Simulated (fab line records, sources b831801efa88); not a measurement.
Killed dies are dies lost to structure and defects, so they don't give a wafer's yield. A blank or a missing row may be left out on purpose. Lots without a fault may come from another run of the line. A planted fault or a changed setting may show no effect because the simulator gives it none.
Chamber matching | flow sky130 | SKY_VIA1_CMP_02 on cmp-01: 4 sister chambers
The step polishes SiO2. 8 wafers are shown with their chamber, then 11 later ones without.

WAFERS WITH THEIR CHAMBER
wafer  | chamber | motor_current_A (A) | edge_zone_pressure_frac
L084.3 | 0       | 12.9                | 0.999
L088.3 | 2       | 10.6                | 1.004
L088.4 | 3       | 15.3                | 1.003
L088.5 | 1       | 12.1                | 0.995
L089.1 | 2       | 10.7                | 0.996
L089.2 | 3       | 15.3                | 0.998
L089.3 | 0       | 12.4                | 1.001
L091.2 | 1       | 11.9                | 1.002

WAFERS WITHOUT THEIR CHAMBER
wafer  | motor_current_A (A) | edge_zone_pressure_frac
L091.3 | 10.7                | 0.996
L091.4 | 15.4                | 1.005
L093.2 | 15.9                | 0.999
L093.5 | 10.8                | 1.001
L093.6 | 11.5                | 0.995
L095.1 | 12.3                | 1.005
L095.4 | 10.5                | 1.002
L095.5 | 10.9                | 0.998
L097.3 | 11.1                | 1.004
L097.5 | 14.9                | 0.995
L097.6 | 12.4                | 0.994

WHICH CHAMBER EACH WENT THROUGH
wafer  | from the rows above     | in truth
L091.3 | 2                       | 2
L091.4 | 3                       | 3
L093.2 | 3                       | 3
L093.5 | 2                       | 2
L093.6 | can't be placed: 1 or 2 | 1
L095.1 | can't be placed: 0 or 1 | 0
L095.4 | 2                       | 2
L095.5 | 2                       | 2
L097.3 | 2                       | 2
L097.5 | 3                       | 3
L097.6 | can't be placed: 0 or 1 | 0
Placed correctly: 8 of 11. Can't be placed from these rows: 3 (the true chamber is among the candidates in 3). Placed wrongly: 0.
How it was worked out, from the rows above alone: a wafer's distance from a chamber is the root of the sum, over the readings, of the square of ((its reading less the chamber's mean) divided by the reading's scatter). The wafer belongs to the nearest chamber; if the next one is less than 2 further off, it can't be placed. A chamber's mean is the mean of its shown wafers. The scatter: the root of (the sum of the squares of (reading less its chamber's mean) over the shown wafers, divided by (wafers less chambers)).
